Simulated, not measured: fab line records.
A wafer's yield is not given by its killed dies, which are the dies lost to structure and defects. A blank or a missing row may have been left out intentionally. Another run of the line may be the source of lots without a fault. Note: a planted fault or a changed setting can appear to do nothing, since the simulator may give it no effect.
Which tool is to blame?    flow gf180mcu    36 wafers from 12 lots sampled at 5 of the route's 602 steps

WHAT THE GAUGES READ, wafer by wafer
GF_M3_CD_MEAS_14: the cd target is 280 nm.
lot   measured      on         cd-nm (nm)
L590  day 21 09:11  cd-sem-02  279.4 278.1 280.7
L591  day 21 18:58  cd-sem-01  279.7 279.2 279.4
L592  day 22 05:28  cd-sem-02  280.5 279.8 280.4
L593  day 22 08:55  cd-sem-02  279.7 281.1 281.4
L594  day 22 23:41  cd-sem-01  280.4 278.9 279.0
L595  day 23 07:28  cd-sem-01  279.2 279.5 280.1
L596  day 23 15:08  cd-sem-01  279.1 277.9 278.7
L597  day 23 17:57  cd-sem-01  280.6 281.7 281.0
L606  day 26 23:37  cd-sem-01  250.1 249.5 279.5 250.2 249.3 279.5
L608  day 27 12:15  cd-sem-02  280.7 280.9 281.2
L609  day 27 16:43  cd-sem-01  280.8 282.2 281.8
L613  day 28 20:02  cd-sem-01  283.8 281.4 281.9

WHICH TOOL RAN EACH LOT (tool, then ch and the chambers of the sampled wafers, then the start)
lot   GF_V2_CVD_23                   GF_M3_SPUTTER_00              GF_M3_SPUTTER_03              GF_M3_EXPOSE_11
L590  cvd-w-02 ch 0,1, day 20 07:43  pvd-sputter-03, day 20 08:16  pvd-sputter-03, day 20 08:26  krf-scanner-02 ch 0, day 20 21:10
L591  cvd-w-02 ch 0,1, day 20 18:18  pvd-sputter-03, day 20 18:54  pvd-sputter-03, day 20 19:04  krf-scanner-02 ch 0, day 21 07:07
L592  cvd-w-02 ch 0,1, day 21 05:20  pvd-sputter-04, day 21 05:56  pvd-sputter-04, day 21 06:05  krf-scanner-01 ch 0, day 21 18:08
L593  cvd-w-01 ch 0,1, day 21 07:56  pvd-sputter-02, day 21 08:32  pvd-sputter-02, day 21 08:41  krf-scanner-02 ch 0, day 21 21:11
L594  cvd-w-01 ch 0,1, day 22 00:04  pvd-sputter-03, day 22 00:40  pvd-sputter-03, day 22 00:49  krf-scanner-02 ch 0, day 22 12:41
L595  cvd-w-02 ch 0,1, day 22 07:41  pvd-sputter-03, day 22 08:16  pvd-sputter-03, day 22 08:26  krf-scanner-02 ch 0, day 22 20:16
L596  cvd-w-02 ch 0,1, day 22 15:01  pvd-sputter-03, day 22 15:37  pvd-sputter-03, day 22 15:46  krf-scanner-01 ch 0, day 23 03:46
L597  cvd-w-02 ch 0,1, day 22 19:10  pvd-sputter-03, day 22 19:45  pvd-sputter-03, day 22 19:55  krf-scanner-01 ch 0, day 23 07:25
L606  cvd-w-02 ch 0,1, day 26 02:14  pvd-sputter-03, day 26 02:49  pvd-sputter-03, day 26 02:59  krf-scanner-01 ch 0, day 26 13:31
L608  cvd-w-02 ch 0,1, day 26 15:08  pvd-sputter-02, day 26 15:44  pvd-sputter-02, day 26 15:53  krf-scanner-02 ch 0, day 27 02:18
L609  cvd-w-01 ch 0,1, day 26 19:34  pvd-sputter-03, day 26 20:10  pvd-sputter-03, day 26 20:19  krf-scanner-02 ch 0, day 27 06:42
L613  cvd-w-01 ch 0,1, day 28 00:01  pvd-sputter-02, day 28 00:37  pvd-sputter-02, day 28 00:47  krf-scanner-02 ch 0, day 28 10:15
- GF_V2_CVD_23: deposits W, target thk 350 nm, time 104.94 s.
- GF_M3_SPUTTER_00: material Ti, target thk 37.5 nm, time 150 s.
- GF_M3_SPUTTER_03: material Ti, target thk 10 nm, time 6.7 s.
- GF_M3_EXPOSE_11: exposes mask Metal3, target cd 280 nm.

WHAT THE TOOLS THEMSELVES READ (means of the sampled wafers that have a number; where no wafer has one, the mark that the record gives instead)
GF_V2_CVD_23.
lot   tool      heater-power-w (W)
L590  cvd-w-02  866
L591  cvd-w-02  769
L592  cvd-w-02  875
L593  cvd-w-01  896
L594  cvd-w-01  953
L595  cvd-w-02  778
L596  cvd-w-02  876
L597  cvd-w-02  781
L606  cvd-w-02  775
L608  cvd-w-02  774
L609  cvd-w-01  953
L613  cvd-w-01  885

GF_M3_SPUTTER_00.
lot   tool            cathode-dc-power-W (W)  throttle-valve-pct (%)
L590  pvd-sputter-03  4000.0                  30.0
L591  pvd-sputter-03  3999.7                  29.9
L592  pvd-sputter-04  4000.0                  29.7
L593  pvd-sputter-02  3999.1                  30.3
L594  pvd-sputter-03  4001.2                  29.3
L595  pvd-sputter-03  4000.1                  30.7
L596  pvd-sputter-03  4000.9                  29.9
L597  pvd-sputter-03  4000.1                  29.5
L606  pvd-sputter-03  4000.7                  29.8
L608  pvd-sputter-02  3999.9                  29.7
L609  pvd-sputter-03  3999.8                  29.7
L613  pvd-sputter-02  4000.1                  30.8

GF_M3_SPUTTER_03.
lot   tool            cathode-dc-power-W (W)  throttle-valve-pct (%)
L590  pvd-sputter-03  2999.9                  29.9
L591  pvd-sputter-03  3000.5                  29.8
L592  pvd-sputter-04  2999.8                  29.7
L593  pvd-sputter-02  2999.8                  30.2
L594  pvd-sputter-03  3000.2                  29.4
L595  pvd-sputter-03  2999.5                  30.5
L596  pvd-sputter-03  3000.3                  29.9
L597  pvd-sputter-03  3000.0                  29.6
L606  pvd-sputter-03  3000.1                  29.7
L608  pvd-sputter-02  3000.2                  29.8
L609  pvd-sputter-03  3000.3                  29.5
L613  pvd-sputter-02  3000.1                  30.9

GF_M3_EXPOSE_11.
lot   tool            reticle-temp-C (C)
L590  krf-scanner-02  23.06
L591  krf-scanner-02  22.82
L592  krf-scanner-01  22.97
L593  krf-scanner-02  22.95
L594  krf-scanner-02  22.99
L595  krf-scanner-02  23.07
L596  krf-scanner-01  23.06
L597  krf-scanner-01  23.09
L606  krf-scanner-01  23.12
L608  krf-scanner-02  22.90
L609  krf-scanner-02  22.94
L613  krf-scanner-02  23.11

THE ANSWER, worked out from the rows above alone
Rule: what is usual is taken from the lots themselves. Put in order of their means at a reading, lots are off if they are a third of the lots or fewer, leave a main group of 4 or more, and stand apart from it by a gap of 3 or more times the standard deviation of the main group's means; of several such gaps the widest counts. If all means in a main group match to the digits the tables above print for the reading, that group is not used. Also off: a lot with no number at a reading for which 4 or more lots have one. All remaining lots with rows at the step are treated as sound. After the gauges, taken in route order, come the tools' own readings; for these a lot's mean is taken, as printed above. The first step at which some lot is off is used, and at that step the reading that is off furthest; a lot without a number counts as furthest.
Off: L606, at GF_M3_CD_MEAS_14 (cd-nm). Main group: mean 280.3 nm, sd 1.1.
A tool fits if, at a process step before that reading, it ran every lot that is off, and no sound lot after the first of them. The gauges at GF_M3_CD_MEAS_14 are tried like those tools. One candidate fits, namely krf-scanner-01 at GF_M3_EXPOSE_11. A fault onset in the window from L597 (day 23 07:25, its last sound lot) to L606 (day 26 13:31, its first lot off) fits.

WHAT THE SIMULATOR PUT IN
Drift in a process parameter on krf-scanner-01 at GF_M3_EXPOSE_11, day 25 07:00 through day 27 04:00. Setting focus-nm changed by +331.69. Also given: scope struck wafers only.
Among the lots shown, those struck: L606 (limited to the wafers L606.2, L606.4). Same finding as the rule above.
